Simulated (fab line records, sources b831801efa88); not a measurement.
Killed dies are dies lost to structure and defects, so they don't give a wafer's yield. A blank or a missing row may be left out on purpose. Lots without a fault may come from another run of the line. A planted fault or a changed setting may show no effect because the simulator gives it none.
fab line records | flow sky130
record lots=5 wafers=15 last_day=48
route steps=708 shown VIA2@522 METAL3@532 CAPM@537 PAD_OPEN@708
lots that met no fault: from a run of the same line without faults
start_h: hours from the record's first day to the start of the lot's first wafer shown | wait_h: hours since the lot's step before | " the same as in the row above | L1.1+2: a row that stands for several wafers | - no value, or no start given | * or withheld: withheld | < > ~ a bound
route shown NAME@n: a module of which the file shows steps, and the number in the route of the first | usual: mean/standard deviation of fault-free wafers | same: alike in all rows | chamber/n: place in a boat | sites: the reading at each site | _std_site: their standard deviation | _edge_site: outer sites' mean less inner sites' | radius_mm: how far each site lies from the wafer's centre | mask NAME#n: copy n | behind: the tool/chamber that last shaped the wafer | hold: why the lot was held/for how many hours/how that ended | device: the transistor (n, p or np) that didn't switch | end of line: the same wafers' tests at the end of the route | a step without rows: its recipe alone | killed: dies lost to structure and defects at the first sort, not the wafer's yield | map: a wafer's dies, x killed, . not, _ none there
set.NAME: the setting as run; set.NAME@STEP: as run at that earlier step | model.NAME: the simulator's own value behind a step, which no gauge read
lots at some steps of the route; a table a step, a row a wafer
services: from which hour (start_h, from the record's first day; less than 0 if before it) a tool's chamber was out of use, for how many hours, and why
## steps
# step SKY_VIA2_ETCH_15
# recipe target=SiO2 chemistry=C4F8/O2/Ar target_depth_nm=546 stop_on=TiN mask_material=KrF-thick source_w=1500 bias_w=1200 pressure_mtorr=40 c4f8_flow_sccm=withheld O2_flow_sccm=6 Ar_flow_sccm=300 time_s=84
# step SKY_VIA2_STRIP_16
# recipe chemistry=O2/N2 power_w=1400 pressure_mtorr=1500 platen_temp_c=withheld o2_flow_sccm=3000 n2_flow_sccm=300 overash_fraction=0.5
# step SKY_VIA2_STRIP_17
# recipe chemistry=post_etch_residue_remover time_s=1200 temp_c=72.5
# step SKY_VIA2_CLEAN_18
# recipe chemistry=IPA time_s=180 temp_c=25
# step SKY_VIA2_CLEAN_19
# recipe chemistry=O3/DIW dry=n2_spin
# step SKY_VIA2_SPUTTER_20
# recipe material=TiN target_thk_nm=20 chamber_pressure_pa=5 power_w=4000 time_s=80
# step SKY_VIA2_CVD_21
# recipe material=W target_thk_nm=420 time_s=126.4 temp_c=400 pressure_torr=40
# step SKY_VIA2_RS_MEAS_22
# recipe thk_meas_gauge=four-point-probe reads=W_of_VIA2_CVD_21+TiN_of_VIA2_SPUTTER_20
# usual VIA2_W_RS=0.273/0.0031
# columns lot.wafer tool chamber start_h wait_h VIA2_W_RS[ohm/sq]
L249.2 film_metro-03 - 869.43 0.1 0.269
L249.3 " - " " 0.267
L249.5 " - " " 0.269
L250.1 film_metro-03 - 871.04 0.1 0.276
L250.4 " - " " 0.271
L250.5 " - " " 0.276
L257.3 film_metro-01 - 928.08 0.1 0.272
L257.4 " - " " 0.271
L257.5 " - " " 0.273
L256.2 film_metro-04 - 935.10 0.1 0.278
L256.4 " - " " 0.274
L256.6 " - " " 0.274
L261.2 film_metro-03 - 957.91 0.1 0.274
L261.5 " - " " 0.267
L261.6 " - " " 0.272
# step SKY_VIA2_THK_MEAS_23
# recipe thk_meas_gauge=xrf reads=W_of_VIA2_CVD_21
# usual VIA2_W_THK=448/7.7
# columns lot.wafer tool chamber start_h wait_h VIA2_W_THK[nm]
L249.2 film_metro-03 - 869.54 0.1 449
L249.3 " - " " 450
L249.5 " - " " 448
L250.1 film_metro-03 - 871.16 0.1 440
L250.4 " - " " 446
L250.5 " - " " 437
L257.3 film_metro-01 - 928.18 0.1 442
L257.4 " - " " 445
L257.5 " - " " 440
L256.2 film_metro-04 - 935.21 0.1 442
L256.4 " - " " 447
L256.6 " - " " 447
L261.2 film_metro-03 - 958.02 0.1 443
L261.5 " - " " 453
L261.6 " - " " 447
# step SKY_VIA2_CMP_24
# recipe stop_on=SiO2 t_overpolish_s=20 down_force_psi=3.5 platen_rpm=60 target_thk_nm=0 pad_velocity_m_s=0.94248
# step SKY_METAL3_SPUTTER_00
# recipe material=Ti target_thk_nm=15 power_w=3000 time_s=10 chamber_pressure_pa=0.4
# step SKY_METAL3_SPUTTER_01
# recipe material=TiN target_thk_nm=20 power_w=6500 time_s=16.7 chamber_pressure_pa=0.4
# usual cathode_dc_power_W=6499.9/1.2 throttle_valve_pct=29.2/1.2
# columns lot.wafer tool chamber start_h wait_h cathode_dc_power_W throttle_valve_pct
L249.2 pvd_sputter-02 - 869.91 0.0 6498.4 31.8
L249.3 " - " " 6498.0 30.7
L249.5 " - " " 6501.7 27.0
L250.1 pvd_sputter-03 - 871.55 0.0 6498.4 30.6
L250.4 " - " " 6500.0 30.5
L250.5 " - " " 6500.2 28.4
L257.3 pvd_sputter-02 - 928.55 0.0 6500.0 26.9
L257.4 " - " " 6500.3 31.6
L257.5 " - " " 6501.1 30.4
L256.2 pvd_sputter-02 - 935.58 0.0 6501.4 29.2
L256.4 " - " " 6501.3 30.5
L256.6 " - " " 6498.6 26.7
L261.2 pvd_sputter-02 - 958.40 0.0 6500.7 29.5
L261.5 " - " " 6500.8 29.2
L261.6 " - " " 6499.3 30.3
# step SKY_METAL3_SPUTTER_02
# recipe material=AlCu target_thk_nm=735 power_w=10600 time_s=39.1 chamber_pressure_pa=0.4
# usual cathode_dc_power_W=10600/2 throttle_valve_pct=29.3/1.2
# columns lot.wafer tool chamber start_h wait_h cathode_dc_power_W throttle_valve_pct model.AlCu_of_METAL3_SPUTTER_02.thk_nm
L249.2 pvd_sputter-02 - 869.94 0.0 10600 31.1 729.8
L249.3 " - " " 10600 30.2 736.8
L249.5 " - " " 10599 27.0 739.5
L250.1 pvd_sputter-03 - 871.57 0.0 10598 30.8 734.9
L250.4 " - " " 10603 30.8 738.9
L250.5 " - " " 10599 28.4 735.6
L257.3 pvd_sputter-02 - 928.57 0.0 10601 26.7 731.3
L257.4 " - " " 10599 31.6 734.8
L257.5 " - " " 10601 30.2 737.3
L256.2 pvd_sputter-02 - 935.60 0.0 10601 29.3 739.3
L256.4 " - " " 10602 30.3 734.8
L256.6 " - " " 10599 26.9 737.1
L261.2 pvd_sputter-02 - 958.42 0.0 10597 28.9 1413
L261.5 " - " " 10598 29.1 1411
L261.6 " - " " 10598 30.7 748
# step SKY_METAL3_SPUTTER_03
# recipe material=Ti target_thk_nm=5 power_w=3000 time_s=3.3 chamber_pressure_pa=0.4
# usual cathode_dc_power_W=3000.0/0.52 throttle_valve_pct=29.2/1.2
# columns lot.wafer tool chamber start_h wait_h cathode_dc_power_W throttle_valve_pct
L249.2 pvd_sputter-02 - 869.98 0.0 3000.1 31.5
L249.3 " - " " 3000.1 30.2
L249.5 " - " " 2999.6 26.8
L250.1 pvd_sputter-03 - 871.61 0.0 3000.4 30.9
L250.4 " - " " 3000.2 30.6
L250.5 " - " " 3000.2 28.4
L257.3 pvd_sputter-02 - 928.61 0.0 2999.9 26.7
L257.4 " - " " 3001.0 31.4
L257.5 " - " " 3000.6 30.2
L256.2 pvd_sputter-02 - 935.64 0.0 3000.6 29.5
L256.4 " - " " 2999.4 30.5
L256.6 " - " " 3000.1 26.7
L261.2 pvd_sputter-02 - 958.46 0.0 3000.2 29.5
L261.5 " - " " 2999.5 29.2
L261.6 " - " " 3000.5 30.4
# step SKY_METAL3_SPUTTER_04
# recipe material=TiN target_thk_nm=70 power_w=6500 time_s=58.3 chamber_pressure_pa=0.4
# step SKY_CAPM_CVD_00
# recipe material=SiO2 target_thk_nm=15.5 temp_c=400 time_s=withheld rf_w=450
# step SKY_CAPM_THK_MEAS_01
# recipe reads=SiO2_of_CAPM_CVD_00
# usual CAPM_CVD_00_THK=15.54/0.22
# columns lot.wafer tool chamber start_h wait_h CAPM_CVD_00_THK[nm]
L249.2 film_metro-04 - 870.09 - 15.27
L249.3 " - " " 15.51
L249.5 " - " " 15.65
L250.1 film_metro-02 - 871.70 - 15.35
L250.4 " - " " 15.65
L250.5 " - " " 15.35
L257.3 film_metro-02 - 928.72 - 15.30
L257.4 " - " " 15.87
L257.5 " - " " 15.58
L256.2 film_metro-01 - 935.74 - 15.69
L256.4 " - " " 15.88
L256.6 " - " " 15.71
L261.2 film_metro-01 - 958.56 - 15.54
L261.5 " - " " 15.71
L261.6 " - " " 15.50
# step SKY_CAPM_SPUTTER_02
# recipe material=TiN target_thk_nm=200 temp_c=300 power_w=6500 time_s=166.7 chamber_pressure_pa=0.4
# usual cathode_dc_power_W=6500.3/1.3 throttle_valve_pct=30.4/1.7
# columns lot.wafer tool chamber start_h wait_h cathode_dc_power_W throttle_valve_pct
L249.2 pvd_sputter-04 - 870.14 0.0 6498.9 33.3
L249.3 " - " " 6499.3 28.9
L249.5 " - " " 6500.2 29.3
L250.1 pvd_sputter-02 - 871.76 0.1 6499.2 29.5
L250.4 " - " " 6501.0 30.8
L250.5 " - " " 6499.8 31.7
L257.3 pvd_sputter-03 - 928.76 0.0 6500.6 30.9
L257.4 " - " " 6500.5 29.6
L257.5 " - " " 6502.5 28.3
L256.2 pvd_sputter-04 - 935.79 0.0 6500.6 30.5
L256.4 " - " " 6499.7 29.1
L256.6 " - " " 6501.7 30.7
L261.2 pvd_sputter-04 - 958.61 0.0 6500.1 33.1
L261.5 " - " " 6502.9 31.4
L261.6 " - " " 6500.5 33.3
# step SKY_CAPM_RS_MEAS_03
# recipe thk_meas_gauge=four-point-probe reads=TiN_of_CAPM_SPUTTER_02
# usual CAPM_TIN_RS=6.94/0.086
# columns lot.wafer tool chamber start_h wait_h CAPM_TIN_RS[ohm/sq]
L249.2 film_metro-02 - 870.26 0.1 7.00
L249.3 " - " " 7.14
L249.5 " - " " 7.16
L250.1 film_metro-02 - 871.87 0.1 6.98
L250.4 " - " " 7.08
L250.5 " - " " 6.93
L257.3 film_metro-04 - 928.91 0.1 6.94
L257.4 " - " " 6.91
L257.5 " - " " 6.99
L256.2 film_metro-04 - 935.92 0.1 6.83
L256.4 " - " " 7.03
L256.6 " - " " 6.90
L261.2 film_metro-04 - 958.74 0.1 6.88
L261.5 " - " " 6.91
L261.6 " - " " 6.91
# step SKY_CAPM_THK_MEAS_04
# recipe thk_meas_gauge=xrf reads=TiN_of_CAPM_SPUTTER_02
# usual CAPM_TIN_THK=201.1/2.2
# columns lot.wafer tool chamber start_h wait_h CAPM_TIN_THK[nm]
L249.2 film_metro-02 - 870.37 0.1 200.9
L249.3 " - " " 197.5
L249.5 " - " " 197.1
L250.1 film_metro-02 - 871.99 0.1 201.6
L250.4 " - " " 198.5
L250.5 " - " " 202.3
L257.3 film_metro-04 - 929.01 0.1 200.8
L257.4 " - " " 201.8
L257.5 " - " " 199.5
L256.2 film_metro-04 - 936.03 0.1 203.3
L256.4 " - " " 196.8
L256.6 " - " " 201.7
L261.2 film_metro-04 - 958.85 0.1 202.4
L261.5 " - " " 200.9
L261.6 " - " " 202.0
# step SKY_CAPM_DEHYDRATE_05
# recipe temp_c=200 time_s=60
# step SKY_CAPM_HMDS_06
# recipe prime_time_s=60 prime_temp_c=120
# step SKY_CAPM_COAT_07
# recipe resist=NOVOLAK spin_rpm=3000 resist_thk_nm=1140
# step SKY_CAPM_SOFTBAKE_08
# recipe temp_c=90 time_s=60 resist=NOVOLAK
# step SKY_CAPM_EXPOSE_09
# recipe mask_id=CAPM na=0.6 source_shape=conventional sigma_outer=0.6 polarization=unpolarized target_cd_nm=1000 dose_mj=159
# step SKY_CAPM_PEB_10
# recipe temp_c=withheld time_s=* resist=NOVOLAK
# step SKY_CAPM_DEVELOP_11
# recipe resist=NOVOLAK developer=TMAH develop_time_s=60 dev_temp_c=23
# step SKY_CAPM_OVL_MEAS_12
# usual CAPM_OVL=1.1/1.2
# columns lot.wafer tool chamber start_h wait_h CAPM_OVL[nm]
L249.2 overlay-02 - 894.10 0.1 0.2
L249.3 " - " " 1.4
L249.5 " - " " 0.6
L250.1 overlay-01 - 895.88 0.1 0.1
L250.4 " - " " -0.7
L250.5 " - " " 2.1
L257.3 overlay-02 - 951.89 0.1 1.3
L257.4 " - " " 0.0
L257.5 " - " " 3.1
L256.2 overlay-02 - 959.24 0.1 4.5
L256.4 " - " " 2.3
L256.6 " - " " 1.3
L261.2 overlay-01 - 982.16 0.1 2.3
L261.5 " - " " 0.7
L261.6 " - " " 0.3
# step SKY_CAPM_METAL_ETCH_13
# recipe target_depth_nm=220 stop_on=SiO2 chemistry=Cl2/BCl3 target=TiN pressure_mtorr=10 icp_w=900 bias_w=48.5 Cl2_flow_sccm=60 bcl3_flow_sccm=30 time_s=62.9
# usual drypump_motor_current_A=6.0/0.48 mfc_cl2_sccm=59.97/0.18 oes_product_au=0.939/0.0081 throttle_valve_pct=21.903/0.011
# columns lot.wafer tool chamber start_h wait_h drypump_motor_current_A mfc_cl2_sccm oes_product_au rf_hours_counter_h throttle_valve_pct
L249.2 rie_metal-02 0 894.13 0.0 6.3 60.33 0.928 2 21.918
L249.3 " 0 " " 6.3 60.13 0.911 - 21.905
L249.5 " 0 " " 6.3 60.23 0.924 - 21.929
L250.1 rie_metal-03 1 895.92 0.0 6.3 59.84 0.928 10 21.911
L250.4 " 1 " " 6.3 60.02 0.928 - 21.908
L250.5 " 1 " " 6.3 60.08 0.940 - 21.900
L257.3 rie_metal-02 1 951.94 0.0 5.5 59.88 0.935 - 21.895
L257.4 " 0 " " 6.3 59.98 0.941 - 21.902
L257.5 " 1 " " 5.5 59.64 0.938 - 21.906
L256.2 rie_metal-02 0 959.27 0.0 6.2 59.91 0.955 4 21.902
L256.4 " 0 " " 6.2 59.94 0.925 - 21.923
L256.6 " 1 " " 5.5 59.86 0.941 - 21.908
L261.2 rie_metal-04 0 982.19 0.0 6.4 60.10 0.941 8 21.901
L261.5 " 0 " " 6.4 59.99 0.940 - 21.920
L261.6 " 1 " " 5.2 60.03 0.938 - 21.900
# step SKY_CAPM_STRIP_14
# recipe chemistry=O2/N2 power_w=1400 pressure_mtorr=1500 platen_temp_c=withheld o2_flow_sccm=3000 n2_flow_sccm=300 overash_fraction=0.5
# usual drypump_motor_current_A=5.5/0.39 oes_product_au=0.710/0.0047 strip_time_to_endpoint_s=12.65/0.056
# columns lot.wafer tool chamber start_h wait_h drypump_motor_current_A oes_product_au rf_hours_counter_h strip_time_to_endpoint_s
L249.2 plasma_asher-04 1 894.20 0.1 5.4 0.703 76 12.73
L249.3 " 0 " " 5.6 0.709 - 12.67
L249.5 " 1 " " 5.3 0.714 - 12.66
L250.1 plasma_asher-01 1 895.99 0.1 4.7 0.715 16 12.63
L250.4 " 1 " " 4.7 0.712 - 12.59
L250.5 " 1 " " 4.7 0.707 - 12.62
L257.3 plasma_asher-04 1 952.03 0.1 5.3 0.713 - 12.59
L257.4 " 0 " " 5.5 0.701 - 12.64
L257.5 " 1 " " 5.3 0.703 - 12.58
L256.2 plasma_asher-04 0 959.35 0.1 5.5 0.709 82 12.63
L256.4 " 1 " " 5.3 0.714 - 12.63
L256.6 " 1 " " 5.3 0.708 - 12.59
L261.2 plasma_asher-02 0 982.26 0.1 6.1 0.699 115 12.64
L261.5 " 1 " " 5.7 0.717 - 12.63
L261.6 " 0 " " 6.1 0.712 - 12.73
# step SKY_CAPM_STRIP_15
# recipe chemistry=post_etch_residue_remover time_s=1200 temp_c=72.5
# step SKY_CAPM_CLEAN_16
# recipe chemistry=IPA time_s=180 temp_c=25
# step SKY_CAPM_CLEAN_17
# recipe chemistry=O3/DIW dry=n2_spin
# step SKY_METAL3_DEHYDRATE_05
# recipe temp_c=200 time_s=60
# step SKY_METAL3_HMDS_06
# recipe prime_time_s=60 prime_temp_c=120
# step SKY_METAL3_COAT_07
# recipe resist=BARC temp_c=withheld time_s=withheld spin_rpm=3000 resist_thk_nm=60
# step SKY_METAL3_COAT_08
# recipe resist=KrF-thick spin_rpm=3000 resist_thk_nm=1140
# step SKY_METAL3_SOFTBAKE_09
# recipe temp_c=100 time_s=90 resist=KrF-thick
# step SKY_METAL3_EXPOSE_10
# recipe mask_id=MM3 na=0.68 source_shape=annular sigma_inner=0.4 sigma_outer=0.8 target_cd_nm=300 dose_mj=28
# step SKY_METAL3_PEB_11
# recipe peb_temp_c=withheld peb_time_s=withheld resist=KrF-thick
# step SKY_METAL3_DEVELOP_12
# recipe develop_time_s=60 resist=KrF-thick dev_temp_c=21
# step SKY_METAL3_CD_MEAS_13
# recipe target_cd_nm=300
# usual cd_nm=299.7/1.4
# columns lot.wafer tool chamber start_h wait_h cd_nm
L249.2 cd_sem-02 - 918.84 - 301.3
L249.3 " - " " 300.6
L249.5 " - " " 300.0
L250.1 cd_sem-01 - 920.30 - 299.1
L250.4 " - " " 298.3
L250.5 " - " " 298.9
L257.3 cd_sem-02 - 975.84 - 300.1
L257.4 " - " " 298.9
L257.5 " - " " 299.5
L256.2 cd_sem-02 - 982.99 - 300.9
L256.4 " - " " 299.6
L256.6 " - " " 300.8
L261.2 cd_sem-01 - 1003.85 - 298.0
L261.5 " - " " 301.0
L261.6 " - " " 299.8
# step SKY_METAL3_METAL_ETCH_18
# recipe target_depth_a=8450 stop_on=SiO2 over_etch_frac=0.3 time_s=183.1 chemistry=Cl2/BCl3 resist_sidewall_deg=88 pressure_mtorr=10 icp_w=900 bias_w=48.5 Cl2_flow_sccm=60 bcl3_flow_sccm=30
# usual drypump_motor_current_A=6.0/0.43 mfc_cl2_sccm=60.01/0.17 oes_product_au=0.868/0.0072 throttle_valve_pct=22.264/0.0086
# columns lot.wafer tool chamber start_h wait_h drypump_motor_current_A mfc_cl2_sccm oes_product_au rf_hours_counter_h throttle_valve_pct
L249.2 rie_metal-01 1 919.12 0.0 6.1 60.01 0.865 2 22.257
L249.3 " 1 " " 6.1 60.02 0.865 - 22.256
L249.5 " 1 " " 6.2 60.01 0.878 - 22.270
L250.1 rie_metal-01 1 920.61 0.0 6.2 59.94 0.860 2 22.256
L250.4 " 1 " " 6.2 60.09 0.873 - 22.264
L250.5 " 0 " " 5.7 60.08 0.865 - 22.275
L257.3 rie_metal-03 0 976.16 0.1 6.4 60.34 0.867 - 22.258
L257.4 " 1 " " 6.3 59.72 0.863 - 22.266
L257.5 " 0 " " 6.4 60.23 0.873 - 22.270
L256.2 rie_metal-03 1 983.27 0.0 6.3 59.97 0.868 14 22.259
L256.4 " 0 " " 6.4 59.82 0.867 - 22.264
L256.6 " 1 " " 6.3 59.96 0.870 - 22.267
L261.2 rie_metal-01 0 1004.14 0.0 5.7 60.26 1.021 14 22.280
L261.5 " 1 " " 6.1 59.95 1.006 - 22.273
L261.6 " 0 " " 5.7 60.18 0.876 - 22.268
# step SKY_PAD_OPEN_PROBE_99
# usual defect_limited_yield=82.5/1.9 killed_at_M0_to_M3=43/7.2 killed_at_M4_up=3.1/1.8 killed_at_contacts=24/5.4 killed_at_front_end=15/4.4 killed_at_other=0.4/0.56 killed_dies=86/9.3 killed_on_rim=17/3.6 killed_open=47/6.9 killed_short=39/6.6 sort_bin_3_pad_short=0.9/0.43 sort_bin_5_function=10.4/1.5 sort_bin_6_memory=6.2/1.1 sort_n_pass=406/9.3 sort_yield_pct=82.5/1.9
# same gross_dies=492 killed_at_back_side=0 sort_bin_4_leakage[%]=0 sort_bin_8_speed[%]=0
# columns lot.wafer tool chamber start_h wait_h defect_limited_yield[%] killed_at_M0_to_M3 killed_at_M4_up killed_at_contacts killed_at_front_end killed_at_other killed_dies killed_on_rim killed_open killed_short sort_bin_3_pad_short[%] sort_bin_5_function[%] sort_bin_6_memory[%] sort_n_pass sort_yield_pct[%]
L249.2 prober-01 - 1092.31 0.1 85.2 32 4 21 15 1 73 9 35 38 0.6 9.6 4.7 419 85.2
L249.3 prober-01 - 1092.36 0.2 82.3 32 1 31 23 0 87 15 41 45 0.6 10.6 6.5 405 82.3
L249.5 prober-01 - 1092.46 0.2 84.3 33 3 26 15 0 77 16 42 34 0.2 10.6 4.9 415 84.3
L250.1 prober-02 - 1093.55 0.1 81.9 49 2 24 14 0 89 15 56 33 0.6 11.4 6.1 403 81.9
L250.4 prober-02 - 1093.70 0.2 83.3 49 2 16 15 0 82 12 38 43 0.6 9.6 6.5 410 83.3
L250.5 prober-02 - 1093.75 0.2 81.9 46 4 18 21 0 89 17 53 34 0.8 10.6 6.7 403 81.9
L257.3 prober-02 - 1138.79 0.2 81.3 52 4 21 14 1 92 19 52 40 0.6 11.8 6.3 400 81.3
L257.4 prober-02 - 1138.84 0.2 81.9 54 5 23 7 0 89 17 47 42 0.8 10.6 6.7 403 81.9
L257.5 prober-02 - 1138.89 0.2 82.9 49 2 23 10 0 84 18 48 36 1.2 10.6 5.3 408 82.9
L256.2 prober-01 - 1142.22 0.1 84.3 34 1 21 20 1 77 11 41 35 0.6 10.4 4.7 415 84.3
L256.4 prober-01 - 1142.32 0.2 82.7 37 5 32 10 1 85 18 47 38 1.4 10.6 5.3 407 82.7
L256.6 prober-01 - 1142.42 0.2 81.9 52 2 29 6 0 89 16 50 38 0.4 12.0 5.7 403 81.9
L261.2 prober-01 - 1161.97 0.1 0 436 1 34 21 0 492 96 50 42 1.4 92.9 5.7 0 0
L261.5 prober-01 - 1162.12 0.2 0 450 5 23 14 0 492 96 43 45 0.4 93.9 5.7 0 0
L261.6 prober-01 - 1162.17 0.2 81.3 51 4 19 18 0 92 13 45 45 1.6 11.2 5.9 400 81.3
# killed by level:class
L249.2 VIA1:geometric_particle:open=8 FIELD_ISO:geometric_particle:short=6 LI_CONTACT:geometric_particle:open=6 VIA3:geometric_particle:open=6 CONTACT:geometric_particle:short=5 LOCAL_INTERCONNECT:geometric_particle:short=4 METAL1:geometric_particle:short=4 VIA2:geometric_particle:open=4
L249.3 LI_CONTACT:geometric_particle:open=12 FIELD_ISO:geometric_particle:short=7 POLY_GATE:geometric_particle:short=6 CONTACT:geometric_particle:open=6 METAL1:geometric_particle:short=6 VIA3:geometric_particle:open=6 LI_CONTACT:geometric_particle:short=5 METAL2:geometric_particle:short=5
L249.5 LI_CONTACT:geometric_particle:open=10 VIA1:geometric_particle:open=10 CONTACT:geometric_particle:open=7 FIELD_ISO:geometric_particle:short=6 LOCAL_INTERCONNECT:geometric_particle:short=4 METAL2:geometric_particle:short=4 VIA2:geometric_particle:open=4 VIA3:geometric_particle:open=4
L250.1 LI_CONTACT:geometric_particle:open=13 VIA2:geometric_particle:open=9 VIA1:geometric_particle:open=9 VIA1:geometric_particle:short=7 METAL2:geometric_particle:short=6 POLY_GATE:geometric_particle:open=6 CONTACT:geometric_particle:open=6 VIA3:geometric_particle:open=5
L250.4 VIA1:geometric_particle:short=11 VIA1:geometric_particle:open=10 METAL2:geometric_particle:short=6 CONTACT:geometric_particle:open=5 SPACER:geometric_particle:short=4 LI_CONTACT:geometric_particle:short=4 VIA2:geometric_particle:open=4 METAL3:geometric_particle:short=4
L250.5 CONTACT:geometric_particle:open=9 VIA1:geometric_particle:open=8 METAL2:geometric_particle:short=8 FIELD_ISO:geometric_particle:open=7 VIA3:geometric_particle:open=7 LI_CONTACT:geometric_particle:open=5 METAL1:geometric_particle:short=5 METAL3:geometric_particle:short=5
L257.3 VIA1:geometric_particle:open=15 VIA1:geometric_particle:short=9 VIA2:geometric_particle:open=9 METAL2:geometric_particle:short=7 LOCAL_INTERCONNECT:geometric_particle:short=6 LI_CONTACT:geometric_particle:open=5 CONTACT:geometric_particle:open=5 POLY_GATE:geometric_particle:open=4
L257.4 VIA1:geometric_particle:open=11 CONTACT:geometric_particle:open=9 VIA3:geometric_particle:open=9 METAL1:geometric_particle:short=6 VIA1:geometric_particle:short=5 VIA3:geometric_particle:short=4 LI_CONTACT:geometric_particle:open=4 LOCAL_INTERCONNECT:geometric_particle:short=4
L257.5 VIA1:geometric_particle:open=14 METAL1:geometric_particle:short=11 CONTACT:geometric_particle:open=9 METAL2:geometric_particle:short=5 LI_CONTACT:geometric_particle:open=5 VIA2:geometric_particle:open=5 FIELD_ISO:geometric_particle:open=4 LOCAL_INTERCONNECT:geometric_particle:short=4
L256.2 CONTACT:geometric_particle:open=11 FIELD_ISO:geometric_particle:short=8 VIA1:geometric_particle:open=7 VIA1:geometric_particle:short=6 LI_CONTACT:geometric_particle:open=5 VIA3:geometric_particle:open=5 VIA2:geometric_particle:open=5 METAL2:geometric_particle:short=4
L256.4 CONTACT:geometric_particle:open=14 VIA1:geometric_particle:open=8 CONTACT:geometric_particle:short=7 LI_CONTACT:geometric_particle:open=6 METAL1:geometric_particle:short=6 VIA2:geometric_particle:short=5 VIA2:geometric_particle:open=5 VIA3:geometric_particle:open=5
L256.6 CONTACT:geometric_particle:open=14 VIA1:geometric_particle:open=14 METAL2:geometric_particle:short=11 METAL1:geometric_particle:short=6 VIA3:geometric_particle:open=6 CONTACT:geometric_particle:short=5 VIA2:geometric_particle:open=5 LOCAL_INTERCONNECT:geometric_particle:open=4
L261.2 METAL3:area_etch=399 CONTACT:geometric_particle:open=13 VIA3:geometric_particle:open=9 LOCAL_INTERCONNECT:geometric_particle:short=8 VIA1:geometric_particle:open=7 CONTACT:geometric_particle:short=6 FIELD_ISO:geometric_particle:short=5 VIA2:geometric_particle:open=5
L261.5 METAL3:area_etch=403 VIA1:geometric_particle:open=11 VIA3:geometric_particle:open=8 CONTACT:geometric_particle:short=7 VIA2:geometric_particle:open=7 METAL2:geometric_particle:short=6 FIELD_ISO:geometric_particle:short=4 LI_CONTACT:geometric_particle:short=4
L261.6 VIA1:geometric_particle:open=16 VIA2:geometric_particle:open=9 CONTACT:geometric_particle:short=8 CONTACT:geometric_particle:open=8 VIA3:geometric_particle:short=5 POLY_GATE:geometric_particle:short=4 VIA1:geometric_particle:short=4 METAL4:geometric_particle:short=4
# map L261.2 (x killed, . not)
__________xxxxxxxxxx_________
________xxxxxxxxxxxxxx_______
______xxxxxxxxxxxxxxxxxx_____
_____xxxxxxxxxxxxxxxxxxxx____
____xxxxxxxxxxxxxxxxxxxxxx___
___xxxxxxxxxxxxxxxxxxxxxxxx__
__xxxxxxxxxxxxxxxxxxxxxxxxxx_
_xxxxxxxxxxxxxxxxxxxxxxxxxxxx
_xxxxxxxxxxxxxxxxxxxxxxxxxxxx
_xxxxxxxxxxxxxxxxxxxxxxxxxxxx
_xxxxxxxxxxxxxxxxxxxxxxxxxxxx
_xxxxxxxxxxxxxxxxxxxxxxxxxxxx
_xxxxxxxxxxxxxxxxxxxxxxxxxxxx
_xxxxxxxxxxxxxxxxxxxxxxxxxxxx
_xxxxxxxxxxxxxxxxxxxxxxxxxxxx
__xxxxxxxxxxxxxxxxxxxxxxxxxx_
___xxxxxxxxxxxxxxxxxxxxxxxx__
____xxxxxxxxxxxxxxxxxxxxxx___
_____xxxxxxxxxxxxxxxxxxxx____
______xxxxxxxxxxxxxxxxxx_____
________xxxxxxxxxxxxxx_______
__________xxxxxxxxxx_________
# map L249.3 (x killed, . not)
__________..x......._________
________x...x.x......._______
______...x.............._____
_____x.......x.....x.x.x.____
____...xx............x....___
___x..x.........x...xxx..x.__
__.x..............x...x....._
_.......x.......xx...x....x..
_.....x....x......x.....x....
_...x..xx.x..x....x..........
_.....x.........x......xx..x.
_............x.......x....x..
_.x..x.x..............x......
_.......x...xx....x....x.....
_.........x....x..........x.x
__..x........x........x..x.x_
___...xx.xx...x...x.....x..__
____...x.....x........x...___
_____......x.....x.x.....____
______......xx....x....._____
________x.......x...xx_______
__________x..xx....._________
## services
# columns tool chamber start_h hours kind
pvd_sputter-03 - 851.53 0.9 repair
pvd_sputter-04 0 852.61 - consumable_replace:kit
pvd_sputter-04 0 852.61 18.0 scheduled_down
pvd_sputter-04 0 852.61 18.0 vent_cycle
pvd_sputter-03 1 862.86 - consumable_replace:kit
pvd_sputter-03 1 862.86 18.0 scheduled_down
pvd_sputter-03 1 862.86 18.0 vent_cycle
rie_metal-04 - 864.12 1.4 pm
rie_metal-02 0 867.76 8.7 repair
rie_metal-01 1 868.50 - clean
rie_metal-01 1 868.50 18.3 scheduled_down
rie_metal-01 1 868.50 18.3 vent_cycle
pvd_sputter-02 - 880.29 3.3 repair
rie_metal-02 0 885.15 6.8 repair
rie_metal-04 - 893.39 0.3 repair
plasma_asher-02 - 898.63 15.6 pm
rie_metal-04 1 932.46 22.2 repair
pvd_sputter-02 1 937.88 - consumable_replace:kit
pvd_sputter-02 1 937.88 18.0 scheduled_down
pvd_sputter-02 1 937.88 18.0 vent_cycle
rie_metal-03 - 947.44 2.8 pm
plasma_asher-02 - 949.01 1.6 repair
plasma_asher-01 - 966.57 1.1 repair
pvd_sputter-03 - 1003.82 0.9 repair
## key
first_sign step=SKY_METAL3_METAL_ETCH_18 reading=oes_product_au direction=up sigmas=20 usual=0.868 struck=1.014
effect step=SKY_PAD_OPEN_PROBE_99 reading=sort_bin_5_function direction=up sigmas=57 usual=10.4 struck=93.4
model_effect step=SKY_METAL3_SPUTTER_02 value=AlCu_of_METAL3_SPUTTER_02.thk_nm without=757.1 struck=1412
more_kills_born_at SKY_METAL3_METAL_ETCH_18@rie_metal-01=802
met_at SKY_METAL3_SPUTTER_02
struck_wafers L261.2,L261.5
later_rows_left_out L261.2,L261.5
onset_between 935.60 958.42
fault kind=process_parameter_drift tool=pvd_sputter-02 chamber=- onset_h=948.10 steps=SKY_METAL3_SPUTTER_02 channel=target_thk_nm offset=655.06 shape=step end_h=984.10 acts_in=these_recipes_only stated=735 scope=struck_wafers_only
# later_rows_left_out: the simulator's readings of these wafers behind a module that went badly wrong aren't trusted and aren't shown, but for the sort
